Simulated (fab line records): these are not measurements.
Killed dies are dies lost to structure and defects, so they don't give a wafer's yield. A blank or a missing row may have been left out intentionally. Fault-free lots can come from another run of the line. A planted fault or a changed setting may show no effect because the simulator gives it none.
What tool caused it? / flow gf180mcu / 36 wafers from 12 lots sampled at 5 of the route's 602 steps

== WHAT THE GAUGES SHOWED, per wafer ==
GF_V3_CD_MEAS_14: the cd target is 260 nm. Usual: cd_nm at 260.1 nm, with a standard deviation of 1.2.
lot=L751; measured=day 22 12:21; on=cd_sem-02; cd_nm (nm)=259.5 261.0 260.1; flag=
lot=L752; measured=day 23 00:14; on=cd_sem-02; cd_nm (nm)=259.2 259.0 259.0; flag=
lot=L755; measured=day 23 17:55; on=cd_sem-02; cd_nm (nm)=259.3 259.4 257.8; flag=
lot=L761; measured=day 26 03:10; on=cd_sem-02; cd_nm (nm)=257.0 258.6 257.8; flag=
lot=L762; measured=day 26 09:08; on=cd_sem-01; cd_nm (nm)=261.5 260.2 261.1; flag=
lot=L763; measured=day 26 18:49; on=cd_sem-01; cd_nm (nm)=259.7 260.5 260.4; flag=
lot=L765; measured=day 27 04:47; on=cd_sem-02; cd_nm (nm)=262.2 262.3 262.4; flag=
lot=L767; measured=day 27 20:18; on=cd_sem-01; cd_nm (nm)=260.3 259.7 260.5; flag=
lot=L768; measured=day 28 01:05; on=cd_sem-02; cd_nm (nm)=258.5 259.8 259.4; flag=
lot=L770; measured=day 28 15:08; on=cd_sem-02; cd_nm (nm)=260.0 259.9 259.4; flag=
lot=L772; measured=day 29 07:26; on=cd_sem-02; cd_nm (nm)=260.9 261.5 261.0; flag=
lot=L774; measured=day 29 14:34; on=cd_sem-02; cd_nm (nm)=261.9 262.6 261.9; flag=

GF_M5_OVL_MEAS_08. Usual: M5_OVL typically reads 2 nm, with standard deviation 5.1.
lot=L751; measured=day 26 08:38; on=overlay-01; M5_OVL (nm)=0 5 -4; flag=
lot=L752; measured=day 26 20:10; on=overlay-02; M5_OVL (nm)=5 -1 13; flag=
lot=L755; measured=day 27 12:35; on=overlay-01; M5_OVL (nm)=3 0 3; flag=
lot=L761; measured=day 29 16:28; on=overlay-01; M5_OVL (nm)=-8 -1 -2; flag=
lot=L762; measured=day 29 21:50; on=overlay-02; M5_OVL (nm)=1 2 2; flag=
lot=L763; measured=day 30 05:58; on=overlay-01; M5_OVL (nm)=-6 1 3; flag=
lot=L765; measured=day 30 15:10; on=overlay-02; M5_OVL (nm)=4 -1 5; flag=
lot=L767; measured=day 31 06:10; on=overlay-01; M5_OVL (nm)=-8 -9 -6; flag=
lot=L768; measured=day 31 08:20; on=overlay-02; M5_OVL (nm)=2 4 7; flag=
lot=L770; measured=day 31 22:20; on=overlay-01; M5_OVL (nm)=5 12 3; flag=
lot=L772; measured=day 32 12:02; on=overlay-02; M5_OVL (nm)=-4 -3 -5; flag=
lot=L774; measured=day 32 17:11; on=overlay-02; M5_OVL (nm)=-3 4 -2; flag=

== WHAT TOOL EACH LOT RAN ON (gives the tool, then ch and the chambers of the sampled wafers, and finally the start) ==
lot=L751; GF_M3_SPUTTER_04=pvd_sputter-01, day 20 10:50; GF_MIM_SPUTTER_09=pvd_sputter-02, day 24 13:51; GF_MIM_METAL_ETCH_19=rie_metal-02 ch 0,1, day 25 11:17
lot=L752; GF_M3_SPUTTER_04=pvd_sputter-03, day 20 23:49; GF_MIM_SPUTTER_09=pvd_sputter-03, day 25 02:04; GF_MIM_METAL_ETCH_19=rie_metal-02 ch 0,1, day 25 23:01
lot=L755; GF_M3_SPUTTER_04=pvd_sputter-01, day 21 19:07; GF_MIM_SPUTTER_09=pvd_sputter-03, day 25 19:04; GF_MIM_METAL_ETCH_19=rie_metal-01 ch 0, day 26 15:37
lot=L761; GF_M3_SPUTTER_04=pvd_sputter-01, day 24 06:51; GF_MIM_SPUTTER_09=pvd_sputter-02, day 28 01:17; GF_MIM_METAL_ETCH_19=rie_metal-01 ch 0,1, day 28 20:31
lot=L762; GF_M3_SPUTTER_04=pvd_sputter-02, day 24 12:55; GF_MIM_SPUTTER_09=pvd_sputter-02, day 28 07:05; GF_MIM_METAL_ETCH_19=rie_metal-03 ch 0, day 29 02:47
lot=L763; GF_M3_SPUTTER_04=pvd_sputter-03, day 24 22:48; GF_MIM_SPUTTER_09=pvd_sputter-03, day 28 14:39; GF_MIM_METAL_ETCH_19=rie_metal-02 ch 0,1, day 29 10:16
lot=L765; GF_M3_SPUTTER_04=pvd_sputter-02, day 25 09:46; GF_MIM_SPUTTER_09=pvd_sputter-03, day 29 01:11; GF_MIM_METAL_ETCH_19=rie_metal-02 ch 0,1, day 29 20:36
lot=L767; GF_M3_SPUTTER_04=pvd_sputter-01, day 26 01:07; GF_MIM_SPUTTER_09=pvd_sputter-01, day 29 16:38; GF_MIM_METAL_ETCH_19=rie_metal-02 ch 0,1, day 30 11:16
lot=L768; GF_M3_SPUTTER_04=pvd_sputter-01, day 26 07:06; GF_MIM_SPUTTER_09=pvd_sputter-01, day 29 20:34; GF_MIM_METAL_ETCH_19=rie_metal-03 ch 0,1, day 30 14:31
lot=L770; GF_M3_SPUTTER_04=pvd_sputter-02, day 26 21:56; GF_MIM_SPUTTER_09=pvd_sputter-01, day 30 10:22; GF_MIM_METAL_ETCH_19=rie_metal-01 ch 0,1, day 31 04:47
lot=L772; GF_M3_SPUTTER_04=pvd_sputter-01, day 27 14:29; GF_MIM_SPUTTER_09=pvd_sputter-01, day 31 02:20; GF_MIM_METAL_ETCH_19=rie_metal-03 ch 0,1, day 31 19:14
lot=L774; GF_M3_SPUTTER_04=pvd_sputter-03, day 27 22:16; GF_MIM_SPUTTER_09=pvd_sputter-01, day 31 07:38; GF_MIM_METAL_ETCH_19=rie_metal-02 ch 1, day 32 00:19
- GF_M3_SPUTTER_04: material TiN, target thk 50 nm, time 41.7 s.
- GF_MIM_SPUTTER_09: material TiN, target thk 35 nm, time 29.2 s.
- GF_MIM_METAL_ETCH_19: etches the open film in Cl2/BCl3, stops on Si3N4, target depth 324.5 nm, time 54.1 s.

== WHAT THE TOOLS THEMSELVES READ (means of the sampled wafers that have a number; where no wafer has one, the mark that the record gives instead) ==
GF_M3_SPUTTER_04. Usual: chamber_pressure_pa 0.4000 Pa, standard deviation 0.00081; throttle_valve_pct 30.5 %, standard deviation 1.1.
lot=L751; tool=pvd_sputter-01; chamber_pressure_pa (Pa)=0.4003; throttle_valve_pct (%)=31.3; flag=
lot=L752; tool=pvd_sputter-03; chamber_pressure_pa (Pa)=0.3998; throttle_valve_pct (%)=29.9; flag=
lot=L755; tool=pvd_sputter-01; chamber_pressure_pa (Pa)=0.4003; throttle_valve_pct (%)=31.4; flag=
lot=L761; tool=pvd_sputter-01; chamber_pressure_pa (Pa)=0.3997; throttle_valve_pct (%)=30.9; flag=
lot=L762; tool=pvd_sputter-02; chamber_pressure_pa (Pa)=0.4006; throttle_valve_pct (%)=30.0; flag=
lot=L763; tool=pvd_sputter-03; chamber_pressure_pa (Pa)=0.4001; throttle_valve_pct (%)=29.6; flag=
lot=L765; tool=pvd_sputter-02; chamber_pressure_pa (Pa)=0.3996; throttle_valve_pct (%)=30.5; flag=
lot=L767; tool=pvd_sputter-01; chamber_pressure_pa (Pa)=0.4001; throttle_valve_pct (%)=30.2; flag=
lot=L768; tool=pvd_sputter-01; chamber_pressure_pa (Pa)=0.4000; throttle_valve_pct (%)=30.1; flag=
lot=L770; tool=pvd_sputter-02; chamber_pressure_pa (Pa)=0.3995; throttle_valve_pct (%)=31.2; flag=
lot=L772; tool=pvd_sputter-01; chamber_pressure_pa (Pa)=0.4003; throttle_valve_pct (%)=30.7; flag=
lot=L774; tool=pvd_sputter-03; chamber_pressure_pa (Pa)=0.3994; throttle_valve_pct (%)=29.4; flag=

GF_MIM_SPUTTER_09. Usual: chamber_pressure_pa 0.4000 Pa, standard deviation 0.00086; throttle_valve_pct 30.2 %, standard deviation 1.1.
lot=L751; tool=pvd_sputter-02; chamber_pressure_pa (Pa)=0.4005; throttle_valve_pct (%)=31.7; flag=
lot=L752; tool=pvd_sputter-03; chamber_pressure_pa (Pa)=0.4013; throttle_valve_pct (%)=30.2; flag=
lot=L755; tool=pvd_sputter-03; chamber_pressure_pa (Pa)=0.4000; throttle_valve_pct (%)=29.5; flag=
lot=L761; tool=pvd_sputter-02; chamber_pressure_pa (Pa)=0.3992; throttle_valve_pct (%)=29.4; flag=
lot=L762; tool=pvd_sputter-02; chamber_pressure_pa (Pa)=0.3993; throttle_valve_pct (%)=30.0; flag=
lot=L763; tool=pvd_sputter-03; chamber_pressure_pa (Pa)=0.4004; throttle_valve_pct (%)=30.0; flag=
lot=L765; tool=pvd_sputter-03; chamber_pressure_pa (Pa)=0.3992; throttle_valve_pct (%)=28.8; flag=
lot=L767; tool=pvd_sputter-01; chamber_pressure_pa (Pa)=0.3994; throttle_valve_pct (%)=30.1; flag=
lot=L768; tool=pvd_sputter-01; chamber_pressure_pa (Pa)=0.3996; throttle_valve_pct (%)=30.1; flag=
lot=L770; tool=pvd_sputter-01; chamber_pressure_pa (Pa)=0.3998; throttle_valve_pct (%)=30.1; flag=
lot=L772; tool=pvd_sputter-01; chamber_pressure_pa (Pa)=0.4002; throttle_valve_pct (%)=31.5; flag=
lot=L774; tool=pvd_sputter-01; chamber_pressure_pa (Pa)=0.4003; throttle_valve_pct (%)=30.1; flag=

GF_MIM_METAL_ETCH_19. Usual: drypump_motor_current_A 5.8 A, standard deviation 0.54; oes_product_au 0.941 a.u., standard deviation 0.0063; throttle_valve_pct 28.283 %, standard deviation 0.011.
lot=L751; tool=rie_metal-02; drypump_motor_current_A (A)=5.8; oes_product_au (a.u.)=0.957; throttle_valve_pct (%)=28.274; flag=
lot=L752; tool=rie_metal-02; drypump_motor_current_A (A)=5.8; oes_product_au (a.u.)=0.943; throttle_valve_pct (%)=28.281; flag=
lot=L755; tool=rie_metal-01; drypump_motor_current_A (A)=6.0; oes_product_au (a.u.)=0.941; throttle_valve_pct (%)=28.277; flag=
lot=L761; tool=rie_metal-01; drypump_motor_current_A (A)=6.0; oes_product_au (a.u.)=0.933; throttle_valve_pct (%)=28.293; flag=
lot=L762; tool=rie_metal-03; drypump_motor_current_A (A)=6.6; oes_product_au (a.u.)=0.930; throttle_valve_pct (%)=28.296; flag=
lot=L763; tool=rie_metal-02; drypump_motor_current_A (A)=5.8; oes_product_au (a.u.)=0.943; throttle_valve_pct (%)=28.279; flag=
lot=L765; tool=rie_metal-02; drypump_motor_current_A (A)=5.8; oes_product_au (a.u.)=0.939; throttle_valve_pct (%)=28.276; flag=
lot=L767; tool=rie_metal-02; drypump_motor_current_A (A)=5.8; oes_product_au (a.u.)=0.941; throttle_valve_pct (%)=28.273; flag=
lot=L768; tool=rie_metal-03; drypump_motor_current_A (A)=6.1; oes_product_au (a.u.)=0.942; throttle_valve_pct (%)=28.279; flag=
lot=L770; tool=rie_metal-01; drypump_motor_current_A (A)=6.0; oes_product_au (a.u.)=0.942; throttle_valve_pct (%)=28.279; flag=
lot=L772; tool=rie_metal-03; drypump_motor_current_A (A)=5.6; oes_product_au (a.u.)=0.945; throttle_valve_pct (%)=28.291; flag=
lot=L774; tool=rie_metal-02; drypump_motor_current_A (A)=5.3; oes_product_au (a.u.)=0.939; throttle_valve_pct (%)=28.290; flag=

== THE ANSWER, worked out from the rows above alone ==
Rule: a lot is off if the mean of its wafers that have a number lies more than 3 standard deviations from the usual mean. Also off: a lot with no number at a reading for which 4 or more lots have one. All remaining lots with rows at the step are treated as sound. First the gauges in route order, then the tools' own readings, where a lot's mean is used as printed above. At the first step where some lot is off, the reading lying furthest off is the one used; lots without a number count as furthest.
Nothing can be told from this: no lot is off at any reading shown.

== WHAT HAD BEEN PUT IN BY THE SIMULATOR ==
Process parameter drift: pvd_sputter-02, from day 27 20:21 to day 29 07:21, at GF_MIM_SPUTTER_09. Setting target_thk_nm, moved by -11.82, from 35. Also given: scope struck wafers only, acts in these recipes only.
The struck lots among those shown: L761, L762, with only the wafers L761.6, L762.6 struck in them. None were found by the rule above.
